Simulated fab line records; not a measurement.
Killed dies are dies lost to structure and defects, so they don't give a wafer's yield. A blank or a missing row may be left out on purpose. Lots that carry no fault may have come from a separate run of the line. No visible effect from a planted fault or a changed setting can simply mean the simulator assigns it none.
Matching of chambers | flow sky130 | SKY_VIA2_CMP_24 on cmp-01 has 4 sister chambers
The step polishes, stops on SiO2, t overpolish 20 s, target thk 0 nm. 8 wafers are shown with their chamber, then 12 later ones without.

== WAFERS, EACH WITH ITS CHAMBER ==
wafer  | chamber | motor current A (A) | time to endpoint s (s)
L083.5 | 1       | 11.4                | 100
L086.3 | 1       | 11.3                | 96
L089.1 | 2       | 13.1                | 98
L091.4 | 0       | 11.3                | 100
L091.5 | 0       | 11.4                | 99
L093.3 | 2       | 13.3                | 106
L093.4 | 3       | 10.4                | 108
L093.5 | 3       | 10.7                | 108

== WAFERS MISSING THEIR CHAMBER ==
wafer  | motor current A (A) | time to endpoint s (s)
L094.3 | 11.3                | 105
L094.4 | 13.2                | 104
L094.6 | 11.1                | 105
L095.2 | 13.0                | 102
L095.3 | 10.2                | 97
L095.4 | 11.0                | 97
L095.1 | 11.7                | 98
L095.5 | 10.4                | 100
L095.6 | 13.3                | 100
L096.2 | 13.2                | 96
L096.3 | 11.1                | 104
L096.5 | 11.2                | 103

== THE CHAMBER EACH PASSED THROUGH ==
wafer  | from the rows above          | in truth
L094.3 | can't be placed: 0 or 1      | 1
L094.4 | 2                            | 2
L094.6 | can't be placed: 0 or 1 or 3 | 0
L095.2 | 2                            | 2
L095.3 | 3                            | 3
L095.4 | can't be placed: 1 or 0      | 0
L095.1 | can't be placed: 1 or 0      | 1
L095.5 | 3                            | 3
L095.6 | 2                            | 2
L096.2 | 2                            | 2
L096.3 | can't be placed: 0 or 1 or 3 | 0
L096.5 | can't be placed: 0 or 1      | 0
Correctly placed: 6 of 12. These rows do not allow placing 6 (true chamber among the candidates in 6). 0 placed wrongly.
How it was worked out, from the rows above alone: a wafer's distance from a chamber is the root of the sum, over the readings, of the square of ((its reading less the chamber's mean) divided by the reading's scatter). The wafer belongs to the nearest chamber; if the next one is less than 2 further off, it can't be placed. For every chamber, the mean is computed from those of its wafers that are shown. The scatter: take each reading less its chamber's mean, square it, sum over the shown wafers, divide by the number of wafers less the number of chambers, and take the root.
